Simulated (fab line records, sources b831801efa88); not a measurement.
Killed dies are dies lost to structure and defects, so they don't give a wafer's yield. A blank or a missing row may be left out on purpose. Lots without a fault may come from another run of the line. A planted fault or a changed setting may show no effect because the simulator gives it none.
A struck lot beside a sound one | flow sky130 | 28 steps out of a route of 708
Sound: wafers L824.1, L824.2, L824.5. Struck: wafers L836.3, L836.5, L836.6. The cause comes at the end.
At each step with rows: each side's tool, then ch and its chambers, then its first start. Under that, the readings that differ: sound wafers | struck wafers | difference of the means | sigmas: that difference in standard deviations of wafers without a fault.
alike: readings whose means differ by less than 2 such deviations, and words and numbers that are the same on both sides. not compared: withheld readings, readings that some wafer has no value for, bounds like >300 that may hide the same value, and numbers for which the record gives no deviation and whose values overlap.
The two part at a step that has a row with sigmas, a row that says differs or no value, or rows on one side only. Numbers that don't overlap but have no deviation are shown without sigmas and don't part them. A reading that every wafer of one side lacks parts them only if that side has two wafers or more.

SKY_VIA4_ETCH_12: etches SiO2 in C4F8/O2/Ar, stops on TiN, target depth 580 nm.
  sound on rie_diel-02 ch 1,2, day 43 02:48; struck on rie_diel-02 ch 0,1,3, day 46 16:32
  alike: oes_product_au
then, 5 steps without rows for these wafers: SKY_VIA4_STRIP_13 (strips in O2/N2); SKY_VIA4_STRIP_14 (strips in post etch residue remover, time 1200 s); SKY_VIA4_CLEAN_15 (cleans in IPA, time 180 s); SKY_VIA4_CLEAN_16 (cleans in O3/DIW); SKY_VIA4_SPUTTER_17 (material TiN, target thk 20 nm, time 80 s).
SKY_VIA4_CVD_18: deposits W, target thk 505 nm, time 152.14 s.
  sound on cvd_w-02 ch 0,1, day 43 03:32; struck on cvd_w-01 ch 0,1, day 46 17:26
  alike: heater_power_w
SKY_VIA4_RS_MEAS_19: measures by four-point-probe.
  sound on film_metro-01, day 43 03:41; struck on film_metro-03, day 46 17:34
  alike: VIA4_W_RS
SKY_VIA4_THK_MEAS_20: measures by xrf.
  sound on film_metro-01, day 43 03:48; struck on film_metro-03, day 46 17:40
  alike: VIA4_W_THK
then, 3 steps without rows for these wafers: SKY_VIA4_CMP_21 (polishes, stops on SiO2, t overpolish 25 s, target thk 0 nm); SKY_METAL5_SPUTTER_00 (material Ti, target thk 15 nm, time 10 s); SKY_METAL5_SPUTTER_01 (material TiN, target thk 20 nm, time 16.7 s).
SKY_METAL5_SPUTTER_02: material AlCu, target thk 1150 nm, time 61.2 s.
  sound on pvd_sputter-03, day 43 04:13; struck on pvd_sputter-03, day 46 18:04
  reading                                     | sound          | struck         | difference | sigmas
  model.AlCu_of_METAL5_SPUTTER_02.thk_nm (nm) | 1162 1170 1168 | 1873 1889 1874 | +712       |
  alike: cathode_dc_power_W, throttle_valve_pct
SKY_METAL5_SPUTTER_03: material Ti, target thk 5 nm, time 3.3 s.
  sound on pvd_sputter-03, day 43 04:16; struck on pvd_sputter-03, day 46 18:07
  alike: cathode_dc_power_W, throttle_valve_pct
then, 1 step without rows for these wafers: SKY_METAL5_SPUTTER_04 (material TiN, target thk 70 nm, time 58.3 s).
SKY_METAL5_RS_MEAS_05: measures by four-point-probe.
  sound on film_metro-01, day 43 04:20; struck on film_metro-04, day 46 18:13
  reading                 | sound                | struck               | difference | sigmas
  METAL5_ALCU_RS (ohm/sq) | 0.0268 0.0266 0.0266 | 0.0166 0.0164 0.0166 | -0.0101    | -30
SKY_METAL5_THK_MEAS_06: measures by xrf.
  sound on film_metro-01, day 43 04:27; struck on film_metro-04, day 46 18:19
  reading              | sound          | struck         | difference | sigmas
  METAL5_ALCU_THK (nm) | 1182 1197 1186 | 1894 1899 1887 | +705       | +44
then, 7 steps without rows for these wafers: SKY_METAL5_DEHYDRATE_07 (time 60 s); SKY_METAL5_HMDS_08 (prime time 60 s); SKY_METAL5_COAT_09 (resist thk 1800 nm); SKY_METAL5_SOFTBAKE_10 (time 60 s); SKY_METAL5_EXPOSE_11 (exposes mask MM5, target cd 1600 nm); SKY_METAL5_PEB_12; SKY_METAL5_DEVELOP_13 (develop time 60 s).
SKY_METAL5_DESCUM_14: chemistry O2, time 11 s.
  sound on rie_metal-01 ch 0,1, day 44 02:28; struck on rie_metal-03 ch 0,1, day 47 13:08
  reading               | sound             | struck            | difference | sigmas
  oes_product_au (a.u.) | 0.968 0.978 0.969 | 1.028 1.016 1.034 | +0.054     | +3
  alike: drypump_motor_current_A
  not compared: rf_hours_counter_h
SKY_METAL5_METAL_ETCH_15: etches the open film in Cl2/BCl3, stops on SiO2, target depth 1260 nm, time 252 s.
  sound on rie_metal-01 ch 0,1, day 44 02:30; struck on rie_metal-03 ch 0,1, day 47 13:14
  reading               | sound             | struck            | difference | sigmas
  oes_product_au (a.u.) | 0.894 0.898 0.894 | 1.014 1.009 1.022 | +0.120     | +25
  alike: drypump_motor_current_A, throttle_valve_pct
  not compared: rf_hours_counter_h
SKY_METAL5_STRIP_16: strips in O2/N2.
  sound on plasma_asher-02 ch 0,1, day 44 02:44; struck on plasma_asher-02 ch 0,1, day 47 13:25
  reading                      | sound             | struck            | difference | sigmas
  strip_time_to_endpoint_s (s) | 13.49 13.55 13.48 | 12.84 12.95 12.81 | -0.64      | -3
  alike: drypump_motor_current_A, oes_product_au
  not compared: rf_hours_counter_h
SKY_PAD_OPEN_PROBE_99:
  sound on prober-01, day 46 00:38; struck on prober-01, day 49 06:35
  reading                  | sound          | struck         | difference | sigmas
  defect_limited_yield (%) | 82.7 81.7 81.5 | 0 0 0          | -82        | -43
  killed_at_M4_up          | 1 6 7          | 417 420 405    | +409       | +99 or more
  killed_dies              | 85 90 91       | 492 492 492    | +403       | +44
  sort_bin_5_function (%)  | 11.0 11.4 11.2 | 93.5 94.9 92.1 | +82.3      | +51
  sort_n_pass              | 407 402 401    | 0 0 0          | -403       | -44
  sort_yield_pct (%)       | 82.7 81.7 81.5 | 0 0 0          | -82        | -43
  alike: killed_at_M0_to_M3, killed_at_contacts, killed_at_front_end, killed_at_other, killed_open, killed_short, sort_bin_3_pad_short, sort_bin_6_memory

WHERE THEY PART
First at SKY_METAL5_RS_MEAS_05; last, within this record, at SKY_PAD_OPEN_PROBE_99.

WHY: what the simulator had put in
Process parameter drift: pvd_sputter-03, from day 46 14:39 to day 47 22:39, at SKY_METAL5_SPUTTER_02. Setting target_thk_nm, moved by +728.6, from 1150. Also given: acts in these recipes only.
